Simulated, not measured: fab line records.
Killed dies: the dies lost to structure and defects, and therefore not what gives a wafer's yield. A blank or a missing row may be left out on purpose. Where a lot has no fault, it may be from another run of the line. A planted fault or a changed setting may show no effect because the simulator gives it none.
Problem report, 8D (eight disciplines) form, completed by code -- flow sky130 -- the parts of the form that need people (team, actions taken, sign-off) are left out

== 1. THE PROBLEM ==
At SKY_VIA3_COAT_07, spinSpeedRpm averages 3086.6 rpm over 9 wafers from 3 lots, while fault-free wafers read 3000.2 rpm, standard deviation 1.8. That is +48 standard deviations from the usual mean.
The step: resist thk 450 nm.
Seen first at day 41 14:00 on lithoTrack-04, wafer L775.1. At this step, 36 wafers from 12 lots have a number in the record. Rule for "out", or "out of limits": more than 4 standard deviations from the usual mean. Any other wafer with a number is counted as sound.

== 2. WHAT IT IS AND WHAT IT IS NOT ==
question,is,is not
which readings at this step,spinSpeedRpm,-
which lots,"L775, L776, L777","L768, L769, L780, L781, L786, L787, L788, L789, L790"
which wafers of those lots,all that have a number,-
read on which tools,lithoTrack-04,"lithoTrack-01, lithoTrack-02"
when,from day 41 14:00,"up to then (6 sound wafers); but 21 sound wafers of L780, L781, L786, L787, L788, L789, L790 came after"

== 3. WHAT RULES OUT EACH SUSPECT ==
Counting: a tool at a process step up to the reading stays a suspect if it ran every lot that is out and no sound lot after the first of them.
- lithoTrack-04 at SKY_VIA3_COAT_07 (resist thk 450 nm): ruled out as a lasting fault. Following L775 (day 41 14:00), the first lot on it that is out, the sound lots L790 were run on it.
Left after counting: nothing in the record.

== 4. THE CAUSE (what the simulator had put in) ==
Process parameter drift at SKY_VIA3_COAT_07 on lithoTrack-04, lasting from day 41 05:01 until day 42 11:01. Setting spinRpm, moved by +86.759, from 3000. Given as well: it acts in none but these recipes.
Counting ruled it out, wrongly.

== 5. THE CHAIN OF EFFECTS, in route order ==
One row per reading whose mean, taken over the struck wafers that have a number, lies over 3 standard deviations from the usual. Readings are gone through only where the record gives a usual standard deviation; hours: the median, over the lots, of the time from a lot's start at the first step in this table giving one to that lot's start at this step; sigmas: the change measured in usual standard deviations.
hours,step,reading,usual,on struck wafers,change,sigmas
0,SKY_VIA3_COAT_07,spinSpeedRpm,3000.2 rpm,3086.6,+86.4,+48
Its process steps:
- SKY_VIA3_COAT_07: resist thk 450 nm.
Later steps that measure or inspect, where all struck wafers having a row at the step show a number for every such reading and not one has moved that far: SKY_VIA3_RS_MEAS_22.

== 6. WHAT WOULD HAVE CAUGHT IT SOONER ==
In this record no reading fell out of limits until day 41 14:00, 9 hours after the fault had begun at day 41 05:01.
